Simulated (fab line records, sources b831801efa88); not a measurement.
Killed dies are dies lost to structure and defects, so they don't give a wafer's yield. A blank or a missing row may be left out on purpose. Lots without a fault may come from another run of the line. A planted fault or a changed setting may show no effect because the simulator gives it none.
Which tool did it? | flow gf180mcu | 11 lots, 33 wafers sampled, at 2 steps of a route of 602

WHAT THE GAUGES READ, wafer by wafer
GF_STI_THK_MEAS_30. Usual: STI_OXIDATION_02_THK 10.05 nm, standard deviation 0.19.
lot  | measured    | on            | STI_OXIDATION_02_THK (nm) | flag
L876 | day 2 13:55 | film_metro-03 | 10.05 9.97 9.96           |
L877 | day 2 13:53 | film_metro-01 | 10.03 10.05 10.13         |
L878 | day 2 21:24 | film_metro-02 | 9.89 9.81 9.95            |
L879 | day 3 03:31 | film_metro-01 | 10.12 10.13 10.11         |
L882 | day 3 14:49 | film_metro-02 | 10.36 10.28 10.25         |
L884 | day 4 02:47 | film_metro-01 | 10.02 10.03 10.10         |
L886 | day 4 12:34 | film_metro-02 | 9.79 9.94 10.05           |
L887 | day 4 17:28 | film_metro-03 | 5.48 5.21 5.32            | OFF
L888 | day 4 23:13 | film_metro-03 | 5.14 5.37 5.30            | OFF
L890 | day 5 10:15 | film_metro-03 | 10.28 10.25 10.30         |
L892 | day 5 15:58 | film_metro-01 | 4.81 4.68 4.74            | OFF

WHICH TOOL RAN EACH LOT (tool, then ch and the chambers of the sampled wafers, then the start)
lot  | GF_STI_OXIDATION_29
L876 | furnace-02 ch 0, day 2 12:29
L877 | furnace-02 ch 0, day 2 12:29
L878 | furnace-01 ch 0, day 2 19:59
L879 | furnace-01 ch 0, day 3 02:07
L882 | furnace-01 ch 0, day 3 13:25
L884 | furnace-02 ch 0, day 4 01:22
L886 | furnace-01 ch 0, day 4 11:10
L887 | furnace-01 ch 0, day 4 16:04
L888 | furnace-01 ch 0, day 4 21:49
L890 | furnace-02 ch 0, day 5 08:50
L892 | furnace-01 ch 0, day 5 14:34
- GF_STI_OXIDATION_29: stabilise 600 s, purge 300 s, target thk 10 nm.

WHAT THE TOOLS THEMSELVES READ (means of the sampled wafers that have a number; where no wafer has one, the mark that the record gives instead)
GF_STI_OXIDATION_29. Usual: spike_tc_bottom_C 916.1 C, standard deviation 1.2; spike_tc_centre_C 901.4 C, standard deviation 1.1; spike_tc_lower_C 900.0 C, standard deviation 1.1; spike_tc_top_C 912.1 C, standard deviation 1; spike_tc_upper_C 899.7 C, standard deviation 1.7; tube_center_temp_C 900 C, standard deviation 0.083; tube_center_temp_C_max 902.3, standard deviation 0.33; zone_power_bottom_pct 34.7 %, standard deviation 0.47; zone_power_top_pct 35.9 %, standard deviation 0.65; zone_power_upper_pct 18.5 %, standard deviation 0.62.
lot  | tool       | spike_tc_bottom_C (C) | spike_tc_centre_C (C) | spike_tc_lower_C (C) | spike_tc_top_C (C) | spike_tc_upper_C (C) | tube_center_temp_C (C) | tube_center_temp_C_max | zone_power_bottom_pct (%) | zone_power_top_pct (%) | zone_power_upper_pct (%) | flag
L876 | furnace-02 | 916.8                 | 902.2                 | 901.3                | 912.0              | 901.6                | 900                    | 902.5                  | 35.2                      | 36.5                   | 19.0                     |
L877 | furnace-02 | 916.9                 | 901.3                 | 900.8                | 911.3              | 901.5                | 900                    | 902.4                  | 35.2                      | 36.3                   | 19.1                     |
L878 | furnace-01 | 915.5                 | 901.9                 | 899.1                | 912.3              | 897.9                | 900                    | 902.5                  | 34.5                      | 35.6                   | 17.8                     |
L879 | furnace-01 | 915.4                 | 902.0                 | 899.7                | 912.8              | 898.0                | 900                    | 902.2                  | 34.5                      | 35.4                   | 18.0                     |
L882 | furnace-01 | 916.4                 | 901.9                 | 899.7                | 911.8              | 897.8                | 900                    | 902.4                  | 34.5                      | 36.2                   | 18.0                     |
L884 | furnace-02 | 916.2                 | 900.8                 | 900.2                | 911.1              | 899.9                | 900                    | 902.4                  | 34.8                      | 36.2                   | 19.1                     |
L886 | furnace-01 | 916.2                 | 901.4                 | 899.7                | 912.4              | 897.6                | 900                    | 902.2                  | 34.6                      | 35.4                   | 18.0                     |
L887 | furnace-01 | 860.6                 | 845.1                 | 843.4                | 857.9              | 842.2                | 844                    | 846.1                  | 30.3                      | 31.6                   | 15.8                     | OFF
L888 | furnace-01 | 860.0                 | 846.4                 | 843.5                | 856.9              | 841.9                | 844                    | 846.5                  | 30.0                      | 31.6                   | 15.7                     | OFF
L890 | furnace-02 | 916.8                 | 901.6                 | 900.8                | 911.8              | 901.2                | 900                    | 902.3                  | 35.0                      | 36.5                   | 19.1                     |
L892 | furnace-01 | 859.3                 | 845.5                 | 843.2                | 857.0              | 842.3                | 844                    | 845.9                  | 30.2                      | 31.8                   | 15.6                     | OFF

THE ANSWER, worked out from the rows above alone
Rule: a lot is off if the mean of its wafers that have a number lies more than 3 standard deviations from the usual mean. A lot without any number at a reading at which 4 lots or more have one is off too. The other lots that the step has rows for count as sound. The gauges are gone through in route order, then the tools' own readings, and for those a lot's mean is taken as printed above. The first step at which some lot is off is used, and at that step the reading that is off furthest; a lot without a number counts as furthest.
Off: L887, L888, L892, at GF_STI_THK_MEAS_30 (STI_OXIDATION_02_THK).
A tool fits if, at a process step before that reading, it ran every lot that is off, and no sound lot after the first of them. The gauges at GF_STI_THK_MEAS_30 aren't tried: what is off there is off at GF_STI_OXIDATION_29 too, on other tools, and a gauge's error can't cause that. One fits: furnace-01 at GF_STI_OXIDATION_29. Its last sound lot is L886 (day 4 11:10), its first lot that is off L887 (day 4 16:04): a fault that began between those two fits.
The tool's own readings at GF_STI_OXIDATION_29 bear it out: on the lots that are off they differ by more than 5 times the standard deviation of the sound lots' means. spike_tc_bottom_C reads 860.0 C there against 916.3 C on the sound lots; spike_tc_centre_C reads 845.7 C there against 901.6 C on the sound lots; spike_tc_lower_C reads 843.4 C there against 900.2 C on the sound lots; spike_tc_top_C reads 857.3 C there against 911.9 C on the sound lots; spike_tc_upper_C reads 842.1 C there against 899.4 C on the sound lots; tube_center_temp_C reads 844 C there against 900 C on the sound lots; tube_center_temp_C_max reads 846.2 there against 902.4 on the sound lots; zone_power_bottom_pct reads 30.2 % there against 34.8 % on the sound lots; zone_power_top_pct reads 31.7 % there against 36.0 % on the sound lots.

WHAT THE SIMULATOR HAD PUT IN
Process parameter drift: furnace-01, from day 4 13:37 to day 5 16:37, at GF_STI_OXIDATION_29. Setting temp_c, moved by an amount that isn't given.
Lots struck among those shown: L887, L888, L892. The rule above found the same.
